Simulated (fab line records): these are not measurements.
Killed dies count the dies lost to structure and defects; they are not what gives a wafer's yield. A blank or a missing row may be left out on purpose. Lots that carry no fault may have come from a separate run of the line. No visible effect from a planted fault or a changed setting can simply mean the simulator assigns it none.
The tool behind it: which one? || flow sky130 || 39 wafers from 13 lots sampled at 4 of the route's 708 steps

## WHAT EACH GAUGE READ, for each wafer
SKY_LI_CONTACT_BOW_MEAS_03.
{"lot": "L540", "measured": "day 29 01:20", "on": "film_metro-04", "LI_CONTACT_BOW (um)": "40 60 42"}
{"lot": "L541", "measured": "day 29 02:31", "on": "film_metro-02", "LI_CONTACT_BOW (um)": "56 58 56"}
{"lot": "L543", "measured": "day 29 03:23", "on": "film_metro-02", "LI_CONTACT_BOW (um)": "63 54 60"}
{"lot": "L547", "measured": "day 31 08:11", "on": "film_metro-02", "LI_CONTACT_BOW (um)": "43 59 59"}
{"lot": "L548", "measured": "day 31 08:47", "on": "film_metro-02", "LI_CONTACT_BOW (um)": "28 23 15"}
{"lot": "L550", "measured": "day 31 16:13", "on": "film_metro-03", "LI_CONTACT_BOW (um)": "14 27 24"}
{"lot": "L549", "measured": "day 31 17:58", "on": "film_metro-02", "LI_CONTACT_BOW (um)": "57 52 45"}
{"lot": "L553", "measured": "day 32 07:16", "on": "film_metro-03", "LI_CONTACT_BOW (um)": "48 55 54"}
{"lot": "L555", "measured": "day 32 22:07", "on": "film_metro-04", "LI_CONTACT_BOW (um)": "58 51 66"}
{"lot": "L557", "measured": "day 33 17:38", "on": "film_metro-03", "LI_CONTACT_BOW (um)": "57 55 67"}
{"lot": "L559", "measured": "day 34 14:56", "on": "film_metro-02", "LI_CONTACT_BOW (um)": "54 46 61"}
{"lot": "L560", "measured": "day 34 15:21", "on": "film_metro-03", "LI_CONTACT_BOW (um)": "45 56 57"}
{"lot": "L562", "measured": "day 35 07:55", "on": "film_metro-03", "LI_CONTACT_BOW (um)": "50 45 40"}

SKY_CONTACT_THK_MEAS_26: measures by xrf.
{"lot": "L540", "measured": "day 32 15:46", "on": "film_metro-04", "CONTACT_W_THK (nm)": "357 350 350"}
{"lot": "L541", "measured": "day 32 17:27", "on": "film_metro-04", "CONTACT_W_THK (nm)": "343 341 347"}
{"lot": "L543", "measured": "day 32 19:34", "on": "film_metro-04", "CONTACT_W_THK (nm)": "351 350 353"}
{"lot": "L547", "measured": "day 34 19:57", "on": "film_metro-04", "CONTACT_W_THK (nm)": "349 344 352"}
{"lot": "L549", "measured": "day 35 06:56", "on": "film_metro-02", "CONTACT_W_THK (nm)": "353 353 348"}
{"lot": "L553", "measured": "day 35 19:06", "on": "film_metro-04", "CONTACT_W_THK (nm)": "348 340 341"}
{"lot": "L555", "measured": "day 36 10:24", "on": "film_metro-01", "CONTACT_W_THK (nm)": "354 354 355"}
{"lot": "L557", "measured": "day 37 05:20", "on": "film_metro-01", "CONTACT_W_THK (nm)": "348 348 348"}
{"lot": "L559", "measured": "day 38 01:31", "on": "film_metro-04", "CONTACT_W_THK (nm)": "352 344 347"}
{"lot": "L560", "measured": "day 38 02:01", "on": "film_metro-01", "CONTACT_W_THK (nm)": "358 357 355"}
{"lot": "L562", "measured": "day 38 18:07", "on": "film_metro-01", "CONTACT_W_THK (nm)": "356 358 354"}

## EACH LOT AND THE TOOL THAT RAN IT (in order: tool; ch and the chambers of the sampled wafers; start)
{"lot": "L540", "SKY_LI_CONTACT_HDPCVD_00": "hdpcvd-02 ch 1,2, day 29 00:50", "SKY_LI_CONTACT_CMP_02": "cmp-02 ch 0,2,3, day 29 01:03"}
{"lot": "L541", "SKY_LI_CONTACT_HDPCVD_00": "hdpcvd-01 ch 1,2, day 29 02:02", "SKY_LI_CONTACT_CMP_02": "cmp-02 ch 1,2,3, day 29 02:13"}
{"lot": "L543", "SKY_LI_CONTACT_HDPCVD_00": "hdpcvd-02 ch 0,1,2, day 29 02:55", "SKY_LI_CONTACT_CMP_02": "cmp-01 ch 0,1, day 29 03:05"}
{"lot": "L547", "SKY_LI_CONTACT_HDPCVD_00": "hdpcvd-02 ch 0,2, day 31 06:26", "SKY_LI_CONTACT_CMP_02": "cmp-02 ch 0,2,3, day 31 07:56"}
{"lot": "L548", "SKY_LI_CONTACT_HDPCVD_00": "hdpcvd-01 ch 0,1,2, day 31 07:19", "SKY_LI_CONTACT_CMP_02": "cmp-02 ch 1,2, day 31 08:32"}
{"lot": "L550", "SKY_LI_CONTACT_HDPCVD_00": "hdpcvd-02 ch 0,1, day 31 15:44", "SKY_LI_CONTACT_CMP_02": "cmp-01 ch 0,1,3, day 31 15:54"}
{"lot": "L549", "SKY_LI_CONTACT_HDPCVD_00": "hdpcvd-01 ch 0,1,2, day 31 17:29", "SKY_LI_CONTACT_CMP_02": "cmp-01 ch 0,1,2, day 31 17:38"}
{"lot": "L553", "SKY_LI_CONTACT_HDPCVD_00": "hdpcvd-01 ch 0,1, day 32 06:47", "SKY_LI_CONTACT_CMP_02": "cmp-02 ch 1,3, day 32 06:59"}
{"lot": "L555", "SKY_LI_CONTACT_HDPCVD_00": "hdpcvd-01 ch 0,1, day 32 21:38", "SKY_LI_CONTACT_CMP_02": "cmp-02 ch 1,2,3, day 32 21:48"}
{"lot": "L557", "SKY_LI_CONTACT_HDPCVD_00": "hdpcvd-01 ch 0,2, day 33 17:10", "SKY_LI_CONTACT_CMP_02": "cmp-01 ch 0,1,2, day 33 17:26"}
{"lot": "L559", "SKY_LI_CONTACT_HDPCVD_00": "hdpcvd-01 ch 0,1,2, day 34 14:28", "SKY_LI_CONTACT_CMP_02": "cmp-02 ch 2,3, day 34 14:38"}
{"lot": "L560", "SKY_LI_CONTACT_HDPCVD_00": "hdpcvd-01 ch 0,1,2, day 34 14:53", "SKY_LI_CONTACT_CMP_02": "cmp-02 ch 0,2,3, day 34 15:05"}
{"lot": "L562", "SKY_LI_CONTACT_HDPCVD_00": "hdpcvd-02 ch 1,2, day 35 07:27", "SKY_LI_CONTACT_CMP_02": "cmp-01 ch 1,2,3, day 35 07:43"}
- SKY_LI_CONTACT_HDPCVD_00: deposits PSG, target thk 930 nm, time 155 s.
- SKY_LI_CONTACT_CMP_02: polishes PSG.

## WHAT THE TOOLS THEMSELVES READ (means of the sampled wafers that have a number; where no wafer has one, the mark that the record gives instead)
SKY_LI_CONTACT_HDPCVD_00.
{"lot": "L540", "tool": "hdpcvd-02", "pressure_mtorr (mTorr)": 5.996, "run_length_s (s)": 183.4}
{"lot": "L541", "tool": "hdpcvd-01", "pressure_mtorr (mTorr)": 5.998, "run_length_s (s)": 182.5}
{"lot": "L543", "tool": "hdpcvd-02", "pressure_mtorr (mTorr)": 6.019, "run_length_s (s)": 182.9}
{"lot": "L547", "tool": "hdpcvd-02", "pressure_mtorr (mTorr)": 5.994, "run_length_s (s)": 182.5}
{"lot": "L548", "tool": "hdpcvd-01", "pressure_mtorr (mTorr)": "-", "run_length_s (s)": "-"}
{"lot": "L550", "tool": "hdpcvd-02", "pressure_mtorr (mTorr)": "-", "run_length_s (s)": "-"}
{"lot": "L549", "tool": "hdpcvd-01", "pressure_mtorr (mTorr)": 6.002, "run_length_s (s)": 182.5}
{"lot": "L553", "tool": "hdpcvd-01", "pressure_mtorr (mTorr)": 5.988, "run_length_s (s)": 182.7}
{"lot": "L555", "tool": "hdpcvd-01", "pressure_mtorr (mTorr)": 5.997, "run_length_s (s)": 183.3}
{"lot": "L557", "tool": "hdpcvd-01", "pressure_mtorr (mTorr)": 6.002, "run_length_s (s)": 182.3}
{"lot": "L559", "tool": "hdpcvd-01", "pressure_mtorr (mTorr)": 5.994, "run_length_s (s)": 182.6}
{"lot": "L560", "tool": "hdpcvd-01", "pressure_mtorr (mTorr)": 6.005, "run_length_s (s)": 182.5}
{"lot": "L562", "tool": "hdpcvd-02", "pressure_mtorr (mTorr)": 6.007, "run_length_s (s)": 183.5}

SKY_LI_CONTACT_CMP_02.
{"lot": "L540", "tool": "cmp-02", "motor_current_A (A)": 11.3, "time_to_endpoint_s (s)": 33}
{"lot": "L541", "tool": "cmp-02", "motor_current_A (A)": 10.6, "time_to_endpoint_s (s)": 30}
{"lot": "L543", "tool": "cmp-01", "motor_current_A (A)": 11.5, "time_to_endpoint_s (s)": 30}
{"lot": "L547", "tool": "cmp-02", "motor_current_A (A)": 11.2, "time_to_endpoint_s (s)": 30}
{"lot": "L548", "tool": "cmp-02", "motor_current_A (A)": 10.8, "time_to_endpoint_s (s)": "-"}
{"lot": "L550", "tool": "cmp-01", "motor_current_A (A)": 12.8, "time_to_endpoint_s (s)": "-"}
{"lot": "L549", "tool": "cmp-01", "motor_current_A (A)": 12.4, "time_to_endpoint_s (s)": 32}
{"lot": "L553", "tool": "cmp-02", "motor_current_A (A)": 10.6, "time_to_endpoint_s (s)": 35}
{"lot": "L555", "tool": "cmp-02", "motor_current_A (A)": 11.2, "time_to_endpoint_s (s)": 32}
{"lot": "L557", "tool": "cmp-01", "motor_current_A (A)": 12.5, "time_to_endpoint_s (s)": 30}
{"lot": "L559", "tool": "cmp-02", "motor_current_A (A)": 11.1, "time_to_endpoint_s (s)": 26}
{"lot": "L560", "tool": "cmp-02", "motor_current_A (A)": 11.4, "time_to_endpoint_s (s)": 32}
{"lot": "L562", "tool": "cmp-01", "motor_current_A (A)": 13.4, "time_to_endpoint_s (s)": 30}

## THE ANSWER, worked out from the rows above alone
Rule: the lots themselves supply what counts as usual. Put in order of their means at a reading, lots are off if they are a third of the lots or fewer, leave a main group of 4 or more, and stand apart from it by a gap of 3 or more times the standard deviation of the main group's means; of several such gaps the widest counts. If all means in a main group match to the digits the tables above print for the reading, that group is not used. A lot without any number at a reading at which 4 lots or more have one is off too. Any other lot the step has rows for is counted as sound. First the gauges in route order, then the tools' own readings, where a lot's mean is used as printed above. At the first step where some lot is off, the reading lying furthest off is the one used; lots without a number count as furthest.
Off: L548, L550, at SKY_LI_CONTACT_BOW_MEAS_03 (LI_CONTACT_BOW). The main group: mean 54 um, standard deviation 4.5.
A tool fits if, at a process step before that reading, it ran every lot that is off, and no sound lot after the first of them. The gauges at SKY_LI_CONTACT_BOW_MEAS_03 aren't tried: what is off there is off at SKY_LI_CONTACT_HDPCVD_00 too, on other tools, and a gauge's error can't cause that. None of those tried fits.

## WHAT THE SIMULATOR PUT IN
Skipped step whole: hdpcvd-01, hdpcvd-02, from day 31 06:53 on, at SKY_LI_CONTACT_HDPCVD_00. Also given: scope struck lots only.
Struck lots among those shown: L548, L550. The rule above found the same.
